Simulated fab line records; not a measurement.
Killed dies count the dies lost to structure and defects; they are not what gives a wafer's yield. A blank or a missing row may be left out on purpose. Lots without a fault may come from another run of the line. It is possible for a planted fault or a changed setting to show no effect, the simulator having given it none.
Comparing a struck lot with a sound one -- flow sky130 -- 43 steps out of a route of 708
Sound: wafers L276.4, L276.5, L276.6. Struck: wafers L278.1, L278.5, L278.6. The cause comes at the end.
Order at every step that has rows: each side's tool, ch and its chambers, its first start. Under that, the readings that differ: sound wafers -- struck wafers -- difference of the means -- sigmas: that difference in standard deviations of wafers without a fault.
alike: same words and numbers on both sides, and readings whose means sit less than 2 such deviations apart. not compared: any withheld reading, any reading some wafer has no value for, any bound like >300 that may hide the same value, and any number with overlapping values for which the record gives no deviation.
Wherever a step has rows on one side only, a row that says differs or no value, or a row with sigmas, the two part there. Non-overlapping numbers with no deviation appear without sigmas and do not part them. Lack of a reading on every wafer of one side parts them only where that side has two or more wafers.

first, 2 steps without rows for these wafers: SKY_VIA2_CLEAN_18 (cleans in IPA, time 180 s); SKY_VIA2_CLEAN_19 (cleans in O3/DIW).
SKY_VIA2_SPUTTER_20: material TiN, target thk 20 nm, time 80 s.
  sound on pvd-sputter-02 at day 38 03:36; struck on pvd-sputter-02 at day 38 23:01
  alike: throttle-valve-pct
then, 1 step without rows for these wafers: SKY_VIA2_CVD_21 (deposits W, target thk 420 nm, time 126.4 s).
SKY_VIA2_RS_MEAS_22: a four-point-probe measurement.
  sound on film-metro-02 at day 38 03:51; struck on film-metro-02 at day 38 23:12
  alike: VIA2_W_RS
SKY_VIA2_THK_MEAS_23: measures by xrf.
  sound on film-metro-02 at day 38 03:56; struck on film-metro-02 at day 38 23:19
  alike: VIA2_W_THK
SKY_VIA2_CMP_24: polishes, stops on SiO2, t overpolish 20 s, target thk 0 nm.
  sound on cmp-01 ch 0,3, day 38 03:58; struck on cmp-01 ch 0,1,2, day 38 23:32
  alike: motor-current-A, overpolish-run-s, time-to-endpoint-s
then, 5 steps without rows for these wafers: SKY_METAL3_SPUTTER_00 (material Ti, target thk 15 nm, time 10 s); SKY_METAL3_SPUTTER_01 (material TiN, target thk 20 nm, time 16.7 s); SKY_METAL3_SPUTTER_02 (material AlCu, target thk 735 nm, time 39.1 s); SKY_METAL3_SPUTTER_03 (material Ti, target thk 5 nm, time 3.3 s); SKY_METAL3_SPUTTER_04 (material TiN, target thk 70 nm, time 58.3 s).
SKY_CAPM_CVD_00: deposits SiO2, target thk 15.5 nm.
  sound on pecvd-03 ch 0,1,2, day 38 04:26; struck on pecvd-03 ch 0,2, day 38 23:50
reading,sound,struck,difference,sigmas
rf-fwd-power-W (W),444.9 441.9 441.6,512.0 514.8 515.0,+71.1,+36
model.SiO2_of_CAPM_CVD_00.thk-nm (nm),15.66 15.5 15.48,16.07 16.2 16.34,+0.66,
  alike: heater-power-w
SKY_CAPM_THK_MEAS_01:
  sound on film-metro-04 at day 38 04:28; struck on film-metro-04 at day 39 00:05
reading,sound,struck,difference,sigmas
CAPM_CVD_00_THK (nm),15.70 15.52 15.43,16.08 16.19 16.33,+0.65,+3
  not compared: hold
SKY_CAPM_RS_MEAS_03: a four-point-probe measurement.
  sound on film-metro-03 at day 38 04:40; struck on film-metro-02 at day 39 02:29
  alike: CAPM_TIN_RS
SKY_CAPM_THK_MEAS_04: measures by xrf.
  sound on film-metro-03 at day 38 04:46; struck on film-metro-02 at day 39 02:36
  alike: CAPM_TIN_THK
then, 7 steps without rows for these wafers: SKY_CAPM_DEHYDRATE_05 (time 60 s); SKY_CAPM_HMDS_06 (prime time 60 s); SKY_CAPM_COAT_07 (resist thk 1140 nm); SKY_CAPM_SOFTBAKE_08 (time 60 s); SKY_CAPM_EXPOSE_09 (exposes mask CAPM, target cd 1000 nm); SKY_CAPM_PEB_10; SKY_CAPM_DEVELOP_11 (develop time 60 s).
SKY_CAPM_OVL_MEAS_12:
  sound on overlay-02 at day 39 04:53; struck on overlay-02 at day 40 00:29
reading,sound,struck,difference,sigmas
CAPM_OVL (nm),-2.0 -1.8 -1.8,1.9 1.1 0.3,+3.0,+2
then, 1 step without rows for these wafers: SKY_CAPM_METAL_ETCH_13 (etches TiN in Cl2/BCl3, stops on SiO2, target depth 220 nm, time 62.9 s).
SKY_CAPM_STRIP_14: strips in O2/N2.
  sound on plasma-asher-02 ch 0,1, day 39 05:01; struck on plasma-asher-01 ch 0,1, day 40 00:35
  alike: drypump-motor-current-A, n2-flow-sccm, oes-product-au, strip-time-to-endpoint-s
  not compared: rf-hours-counter-h
then, 11 steps without rows for these wafers: SKY_CAPM_STRIP_15 (strips in post etch residue remover, time 1200 s); SKY_CAPM_CLEAN_16 (cleans in IPA, time 180 s); SKY_CAPM_CLEAN_17 (cleans in O3/DIW); SKY_METAL3_DEHYDRATE_05 (time 60 s); SKY_METAL3_HMDS_06 (prime time 60 s); SKY_METAL3_COAT_07 (resist thk 60 nm); SKY_METAL3_COAT_08 (resist thk 1140 nm); SKY_METAL3_SOFTBAKE_09 (time 90 s); SKY_METAL3_EXPOSE_10 (exposes mask MM3, target cd 300 nm); SKY_METAL3_PEB_11; SKY_METAL3_DEVELOP_12 (develop time 60 s).
SKY_METAL3_CD_MEAS_13: target cd 300 nm.
  sound on cd-sem-01 at day 40 06:53; struck on cd-sem-01 at day 41 01:08
  alike: cd-nm
SKY_METAL3_OVL_MEAS_14:
  sound on overlay-01 at day 40 06:58; struck on overlay-02 at day 41 01:16
reading,sound,struck,difference,sigmas
METAL3_OVL (nm),-8 0 -4,20 18 18,+23,+3
SKY_METAL3_DESCUM_15: chemistry O2, time 8 s.
  sound on rie-metal-03 ch 0,1, day 40 06:59; struck on rie-metal-02 ch 0,1, day 41 01:17
  alike: drypump-motor-current-A, oes-product-au
  not compared: rf-hours-counter-h
SKY_METAL3_ETCH_16: etches BARC in N2/H2, stops on SiO2, time 88.2 s, target depth 60 nm.
  sound on rie-metal-03 ch 0,1, day 40 07:02; struck on rie-metal-02 ch 0,1, day 41 01:20
  alike: drypump-motor-current-A, n2-flow-sccm, oes-product-au, throttle-valve-pct
  not compared: rf-hours-counter-h
SKY_METAL3_ETCH_17: etches SiO2 in C4F8/O2/Ar, stops on TiN, time 3.9 s, target depth 15 nm.
  sound on rie-diel-01 ch 0,1, day 40 07:07; struck on rie-diel-02 ch 0,3, day 41 01:25
reading,sound,struck,difference,sigmas
model.etch.depth-nm (nm),15.66 15.5 15.48,16.07 16.2 16.34,+0.66,
  alike: oes-product-au
  not compared: rf-hours-counter-h
-- the record jumps here: 7 days lie between the struck wafers' starts before and after (it left off in module METAL3 and takes up again in module PAD_OPEN, whose first step shown is number 708 of the route) --
SKY_PAD_OPEN_PROBE_99:
  sound on prober-01 at day 47 05:20; struck on prober-01 at day 47 18:20
reading,sound,struck,difference,sigmas
model.etest.cap-mim.bv-v (V),13.99 13.97 13.39,14.91 14.48 14.15,+0.73,
model.etest.cap-mim.c-ff-um2,2.33 2.333 2.355,2.274 2.229 2.214,-0.100,
  alike: defect-limited-yield, killed_at_M0_to_M3, killed_at_M4_up, killed-at-contacts, killed-at-front-end, killed-at-other, killed-dies, killed-open, killed-short, sort_bin_3_pad_short, sort_bin_5_function, sort_bin_6_memory, sort-n-pass, sort-yield-pct

== WHERE THEY PART ==
At SKY_CAPM_CVD_00 first; at SKY_METAL3_OVL_MEAS_14 last (within this record only). Later steps at which nothing parts them and some readings are alike: SKY_METAL3_DESCUM_15, SKY_METAL3_ETCH_16, SKY_METAL3_ETCH_17, SKY_PAD_OPEN_PROBE_99.

WHY: what had been put in by the simulator
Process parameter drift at SKY_CAPM_CVD_00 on pecvd-03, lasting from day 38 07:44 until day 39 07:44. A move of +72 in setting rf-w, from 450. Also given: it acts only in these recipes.
